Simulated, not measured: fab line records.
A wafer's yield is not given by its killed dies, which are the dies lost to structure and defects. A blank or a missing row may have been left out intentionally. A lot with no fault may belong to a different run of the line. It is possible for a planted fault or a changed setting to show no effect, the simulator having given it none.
Struck lot and sound lot, side by side / flow sky130 / 14 out of 708 route steps
Sound: wafers L997.1, L997.5, L997.6. The struck wafers were L102.2, L102.3, L102.6. Last of all comes the cause.
Per side, at each step with rows, come the tool, then ch with its chambers, and then its first start. Under that, the readings that differ: sound wafers / struck wafers / difference of the means / sigmas: that difference in standard deviations of wafers without a fault.
alike: readings with means less than 2 such deviations apart, plus words and numbers identical on both sides. not compared: withheld readings, readings lacking a value on some wafer, bounds such as >300 that could conceal the same value, and numbers that have no deviation in the record and whose values overlap.
The two part at a step that has a row with sigmas, a row that says differs or no value, or rows on one side only. Non-overlapping numbers with no deviation appear without sigmas and do not part them. Lack of a reading on every wafer of one side parts them only where that side has two or more wafers.

SKY_METAL1_SPUTTER_01: material TiN, target thk 20 nm, time 16.7 s.
  sound on pvd_sputter-01, day 32 15:35; struck on pvd_sputter-01, day 33 20:40
  alike: throttle_valve_pct
SKY_METAL1_SPUTTER_02: material AlCu, target thk 250 nm, time 13.3 s.
  sound on pvd_sputter-01, day 32 15:36; struck on pvd_sputter-01, day 33 20:41
  alike: throttle_valve_pct
SKY_METAL1_SPUTTER_03: material Ti, target thk 5 nm, time 3.3 s.
  sound on pvd_sputter-01, day 32 15:38; struck on pvd_sputter-01, day 33 20:43
  alike: throttle_valve_pct
SKY_METAL1_SPUTTER_04: material TiN, target thk 70 nm, time 58.3 s.
  sound on pvd_sputter-01, day 32 15:38; struck on pvd_sputter-01, day 33 20:44
  alike: throttle_valve_pct
SKY_METAL1_RS_MEAS_05: uses a four-point probe to measure.
  sound on film_metro-03, day 32 15:41; struck on film_metro-03, day 33 20:48
  alike: METAL1_ALCU_RS
SKY_METAL1_THK_MEAS_06: measures by xrf.
  sound on film_metro-03, day 32 15:49; struck on film_metro-03, day 33 20:55
  alike: METAL1_ALCU_THK
then, 6 steps without rows for these wafers: SKY_METAL1_DEHYDRATE_07 (time 60 s); SKY_METAL1_HMDS_08 (prime time 60 s); SKY_METAL1_COAT_09 (resist thk 60 nm); SKY_METAL1_COAT_10 (resist thk 450 nm); SKY_METAL1_SOFTBAKE_11 (time 90 s); SKY_METAL1_EXPOSE_12 (exposes mask MM1, target cd 140 nm).
SKY_METAL1_PEB_13:
  struck on litho_track-01, day 34 22:00; sound on litho_track-01 ch 0, day 33 17:00
reading=exhaust_pa (Pa); sound=45.1 44.4 44.1; struck=- - -; difference=no value on the struck wafers; sigmas=
  not compared: chill_plate_temp_C
then, 1 step without rows for these wafers: SKY_METAL1_DEVELOP_14 (develop time 60 s).

## WHERE THEY PART
SKY_METAL1_PEB_13 only, going by this record.

WHY: whatever the simulator had introduced
Step skipped in full: litho_track-01, at SKY_METAL1_PEB_13, from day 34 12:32 onward. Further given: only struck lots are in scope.
